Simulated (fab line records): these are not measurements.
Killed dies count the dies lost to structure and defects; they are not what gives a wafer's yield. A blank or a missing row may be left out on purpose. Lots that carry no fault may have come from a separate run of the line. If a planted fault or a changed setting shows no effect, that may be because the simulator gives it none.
The tool behind it: which one? | flow sky130 | 36 wafers from 12 lots sampled at 4 of the route's 708 steps

## WHAT THE GAUGES READ, wafer by wafer
SKY_VIA4_OVL_MEAS_11.
lot  | measured     | on         | VIA4_OVL (nm)
L075 | day 43 09:18 | overlay-01 | -1.4 -1.6 -2.4
L077 | day 44 07:11 | overlay-02 | 0.4 0.1 0.3
L078 | day 44 16:08 | overlay-02 | -0.2 0.3 0.4
L081 | day 45 16:24 | overlay-01 | -1.4 -1.6 -1.2
L082 | day 45 23:23 | overlay-02 | -0.5 -2.1 -1.1
L085 | day 46 11:32 | overlay-01 | -0.6 -1.0 -0.5
L088 | day 47 08:19 | overlay-01 | -1.2 -3.0 0.2
L090 | day 47 10:04 | overlay-01 | -1.4 -2.6 -1.0
L091 | day 47 15:06 | overlay-01 | 0.6 1.1 1.8
L093 | day 48 02:53 | overlay-02 | 1.8 -0.9 0.0
L095 | day 48 09:49 | overlay-02 | 0.4 -0.6 0.9
L097 | day 48 18:46 | overlay-02 | -0.2 -1.2 -1.4

## EACH LOT AND THE TOOL THAT RAN IT (in order: tool; ch and the chambers of the sampled wafers; start)
lot  | SKY_VIA2_CMP_24               | SKY_VIA3_CMP_02               | SKY_METAL4_DESCUM_15
L075 | cmp-02 ch 0,1,3, day 36 20:42 | cmp-01 ch 0,1,2, day 39 02:54 | rie-metal-03 ch 0,1, day 42 08:08
L077 | cmp-01 ch 1,2,3, day 38 00:46 | cmp-02 ch 1,3, day 40 05:34   | rie-metal-04 ch 0, day 43 07:14
L078 | cmp-01 ch 0,2,3, day 38 10:26 | cmp-02 ch 0,1,2, day 40 14:24 | rie-metal-04 ch 0,1, day 43 16:07
L081 | cmp-02 ch 0,1,3, day 39 13:11 | cmp-01 ch 0,1,3, day 41 16:47 | rie-metal-04 ch 0,1, day 44 17:17
L082 | cmp-02 ch 0,1,2, day 39 23:05 | cmp-02 ch 0,2,3, day 42 02:05 | rie-metal-03 ch 0,1, day 45 00:50
L085 | cmp-02 ch 0,1,3, day 40 13:36 | cmp-02 ch 0,1,3, day 42 15:18 | rie-metal-02 ch 0,1, day 45 13:41
L088 | cmp-01 ch 0,2,3, day 41 11:51 | cmp-02 ch 1,2, day 43 13:17   | rie-metal-03 ch 0,1, day 46 10:26
L090 | cmp-02 ch 1,2, day 41 14:34   | cmp-02 ch 0,1,2, day 43 15:55 | rie-metal-03 ch 0,1, day 46 11:50
L091 | cmp-01 ch 0,3, day 41 20:05   | cmp-01 ch 1,3, day 43 21:29   | rie-metal-04 ch 0,1, day 46 17:23
L093 | cmp-01 ch 2,3, day 42 12:23   | cmp-02 ch 0,3, day 44 11:44   | rie-metal-03 ch 0,1, day 47 05:35
L095 | cmp-01 ch 1,2,3, day 42 18:53 | cmp-01 ch 0,1, day 44 19:27   | rie-metal-02 ch 0,1, day 47 12:49
L097 | cmp-02 ch 0,2,3, day 43 06:59 | cmp-01 ch 1,2,3, day 45 05:40 | rie-metal-04 ch 0,1, day 47 21:59
- SKY_VIA2_CMP_24: polishes, stops on SiO2, t overpolish 20 s, target thk 0 nm.
- SKY_VIA3_CMP_02: polishes SiO2.
- SKY_METAL4_DESCUM_15: chemistry O2, time 8 s.

## THE ANSWER, worked out from the rows above alone
Rule: the lots themselves supply what counts as usual. Put in order of their means at a reading, lots are off if they are a third of the lots or fewer, leave a main group of 4 or more, and stand apart from it by a gap of 3 or more times the standard deviation of the main group's means; of several such gaps the widest counts. A main group whose means are all the same, to the digits that the tables above print for the reading, isn't used. Also off: a lot with no number at a reading for which 4 or more lots have one. The other lots that the step has rows for count as sound.
Across all readings shown, no lot is off: no conclusion can be drawn from this.

## WHAT THE SIMULATOR PUT IN
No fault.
